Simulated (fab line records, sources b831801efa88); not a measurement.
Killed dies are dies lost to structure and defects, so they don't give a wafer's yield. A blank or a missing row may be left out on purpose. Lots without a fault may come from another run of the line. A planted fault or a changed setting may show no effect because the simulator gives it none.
Split-lot experiment | flow sfq_line | 5 lots, 23 wafers read, on a route of 325 steps

THE SPLIT
At SFQ_TRILAYER_I6_VIA_LITHO_COAT_174 (resist thk 62 nm), the setting spin_rpm was moved away from the recipe's 3000 rpm on 8 of the 23 wafers read, by -6.7% to -2.7%. The other wafers ran this setting at the recipe's value.

The reading is taken at the split's own step.

THE READING
BARC_of_TRILAYER_I6_VIA_LITHO_COAT_174.thk_nm (the simulator's own value, which no gauge read), in nm, at SFQ_TRILAYER_I6_VIA_LITHO_COAT_174 (resist thk 62 nm). The file gives no usual value for it. The 15 wafers here that ran the recipe average 61.93 nm, standard deviation 0.21 nm.

wafer  | tool, chamber at the split | spin_rpm as run, rpm | against the recipe | BARC_of_TRILAYER_I6_VIA_LITHO_COAT_174.thk_nm, nm | against lot-mates on the recipe
L076.1 | litho_track-04, 0          | 3000                 | recipe             | 61.74                                             | -
L076.2 | litho_track-04, 0          | 3000                 | recipe             | 61.87                                             | -
L076.3 | litho_track-04, 0          | 2798                 | -6.7%              | 64.17                                             | +2.37
L076.5 | litho_track-04, 0          | 2798                 | -6.7%              | 64.06                                             | +2.26
L076.6 | litho_track-04, 0          | 2798                 | -6.7%              | 63.99                                             | +2.19
L077.1 | litho_track-04, 0          | 3000                 | recipe             | 61.73                                             | -
L077.3 | litho_track-04, 0          | 3000                 | recipe             | 61.73                                             | -
L077.4 | litho_track-04, 0          | 3000                 | recipe             | 61.81                                             | -
L077.5 | litho_track-04, 0          | 3000                 | recipe             | 62.01                                             | -
L077.6 | litho_track-04, 0          | 3000                 | recipe             | 61.53                                             | -
L079.1 | litho_track-02, 0          | 3000                 | recipe             | 62.03                                             | -
L079.3 | litho_track-02, 0          | 2918                 | -2.7%              | 62.81                                             | +0.80
L079.4 | litho_track-02, 0          | 3000                 | recipe             | 62.05                                             | -
L079.5 | litho_track-02, 0          | 2918                 | -2.7%              | 62.99                                             | +0.98
L079.6 | litho_track-02, 0          | 3000                 | recipe             | 61.95                                             | -
L081.1 | litho_track-01, 0          | 3000                 | recipe             | 61.91                                             | -
L081.3 | litho_track-01, 0          | 3000                 | recipe             | 62.15                                             | -
L081.4 | litho_track-01, 0          | 3000                 | recipe             | 61.9                                              | -
L083.1 | litho_track-01, 0          | 2822                 | -5.9%              | 64.07                                             | +1.78
L083.2 | litho_track-01, 0          | 2822                 | -5.9%              | 63.99                                             | +1.70
L083.3 | litho_track-01, 0          | 2822                 | -5.9%              | 63.91                                             | +1.62
L083.4 | litho_track-01, 0          | 3000                 | recipe             | 62.27                                             | -
L083.6 | litho_track-01, 0          | 3000                 | recipe             | 62.31                                             | -

THE FIT
A straight line over all 23 wafers: BARC_of_TRILAYER_I6_VIA_LITHO_COAT_174.thk_nm changes by -0.331 nm for each +1% of spin_rpm; r = -0.98; the points scatter about the line by 0.19 nm.
The same after taking each lot's own level away (the mean of its wafers on the recipe; 23 wafers): -0.316 nm for each +1%; r = -0.99; scatter 0.13 nm.
On that fit, the largest move of spin_rpm shifts the reading by 2.1 nm.
The lots' own levels span 61.762 to 62.290 nm, that is 2.6 times the standard deviation above.
So the lot-to-lot level changes the slope little: the two slopes agree.
Check: with one of the wafers moved furthest among these (-6.7%) left out of the fit, the line predicts +2.07 nm for it against its lot-mates. It came out at +2.37 nm against them.

OTHER SPLITS ON THESE WAFERS
These wafers also went through other splits before the reading. Each is held against what the fit with the lots' levels taken away leaves over:
other split on the same wafers                | wafers away from the commonest value | r with BARC_of_TRILAYER_I6_VIA_LITHO_COAT_174.thk_nm (lot level and that fit taken away)
SFQ_TRILAYER_JJ_CE_LITHO_PEB_117 peb_temp_c   | 8                                    | -0.12
SFQ_TRILAYER_R5_LITHO_COAT_141 spin_rpm       | 9                                    | -0.10
SFQ_TRILAYER_R5_LITHO_PEB_139 peb_time_s      | 9                                    | -0.13
SFQ_TRILAYER_A5C_DEP_PECVD_142 time_s         | 11                                   | -0.18
SFQ_TRILAYER_I5_LITHO_EXPOSE_145 dose_mj      | 7                                    | -0.09
SFQ_TRILAYER_C5_BARC_OPEN_VIA_ETCH_210 bias_w | 5                                    | -0.06
SFQ_TRILAYER_M6_LITHO_COAT_159 spin_rpm       | 8                                    | +0.32

THE FILE'S OWN FIT
BARC_of_TRILAYER_I6_VIA_LITHO_COAT_174.thk_nm changes by -0.316 nm for each +1% of spin_rpm, r = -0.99.
